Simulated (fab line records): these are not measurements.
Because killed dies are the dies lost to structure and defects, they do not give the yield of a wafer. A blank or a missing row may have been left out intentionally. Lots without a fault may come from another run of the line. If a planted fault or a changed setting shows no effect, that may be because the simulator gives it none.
Split-lot trial -- flow gf180mcu -- route with 602 steps; 5 lots, 23 wafers read

== ABOUT THE SPLIT ==
At GF_TOP_METAL_SPUTTER_04 (material TiN, target thk 25 nm, time 20.8 s), the setting timeS was moved away from the recipe's 20.8 s on 8 of the 23 wafers read, by -15.0% to +14.1%. This setting was run at the recipe's value on the other wafers.

The reading is taken at the split's own step.

== THE READING ==
TiN_of_TOP_METAL_SPUTTER_04.thkNm (the simulator's own value, which no gauge read), in nm, at GF_TOP_METAL_SPUTTER_04 (material TiN, target thk 25 nm, time 20.8 s). No usual value for it is given in the file. Here, 15 wafers ran the recipe; their average is 24.86 nm with a standard deviation of 0.3 nm.

wafer,"tool, chamber at the split","timeS as run, s",against the recipe,"TiN_of_TOP_METAL_SPUTTER_04.thkNm, nm",against lot-mates on the recipe
L075.2,"pvdSputter-02, -",17.68,-15.0%,21.63,-3.62
L075.3,"pvdSputter-02, -",20.8,recipe,25.36,-
L075.4,"pvdSputter-02, -",20.8,recipe,25.14,-
L075.5,"pvdSputter-02, -",17.68,-15.0%,21.48,-3.77
L075.6,"pvdSputter-02, -",17.68,-15.0%,21.09,-4.16
L077.1,"pvdSputter-04, -",20.8,recipe,24.69,-
L077.2,"pvdSputter-04, -",20.8,recipe,24.69,-
L077.4,"pvdSputter-04, -",20.8,recipe,24.21,-
L077.5,"pvdSputter-04, -",20.8,recipe,24.84,-
L077.6,"pvdSputter-04, -",20.8,recipe,24.56,-
L080.2,"pvdSputter-01, -",20.8,recipe,24.95,-
L080.3,"pvdSputter-01, -",20.8,recipe,24.94,-
L080.6,"pvdSputter-01, -",20.8,recipe,25,-
L084.1,"pvdSputter-02, -",20.8,recipe,24.49,-
L084.2,"pvdSputter-02, -",22.55,+8.4%,26.6,+1.96
L084.3,"pvdSputter-02, -",22.55,+8.4%,27.08,+2.44
L084.5,"pvdSputter-02, -",20.8,recipe,24.79,-
L084.6,"pvdSputter-02, -",22.55,+8.4%,26.75,+2.11
L085.1,"pvdSputter-01, -",20.8,recipe,24.86,-
L085.2,"pvdSputter-01, -",23.74,+14.1%,28.61,+3.53
L085.3,"pvdSputter-01, -",20.8,recipe,25.07,-
L085.4,"pvdSputter-01, -",23.74,+14.1%,28.81,+3.73
L085.5,"pvdSputter-01, -",20.8,recipe,25.31,-

FIT RESULTS
A straight line over all 23 wafers: TiN_of_TOP_METAL_SPUTTER_04.thkNm changes by +0.243 nm for each +1% of timeS; r = +0.99; the points scatter about the line by 0.31 nm.
The same after taking each lot's own level away (the mean of its wafers on the recipe; 23 wafers): +0.257 nm for each +1%; r = +1.00; scatter 0.18 nm.
The reading moves by 3.9 nm for the largest change in timeS, on that fit.
The span of the lots' own levels, 24.598 to 25.250 nm, comes to 2.2 times the standard deviation stated above.
Consequently the slope shifts little with the lot-to-lot level, the two slopes agreeing.
Check: -3.92 nm against its lot-mates is what the line predicts for one of the wafers moved furthest among these (-15.0%) when that wafer is left out of the fit. Against them it came out at -3.62 nm.

== ADDITIONAL SPLITS CARRIED BY THESE WAFERS ==
Note: prior to the reading, these wafers also went through further splits. Each is held against what the fit with the lots' levels taken away leaves over:
other split on the same wafers,wafers away from the commonest value,r with TiN_of_TOP_METAL_SPUTTER_04.thkNm (lot level and that fit taken away)
GF_V5_CMP_04 leaveAboveRefNm,8,+0.06
GF_V5_PEB_12 pebTimeS,8,+0.12
GF_V5_CVD_23 pressureTorr,10,+0.00

== FILE'S OWN FIT ==
TiN_of_TOP_METAL_SPUTTER_04.thkNm changes by +0.257 nm for each +1% of timeS, r = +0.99.
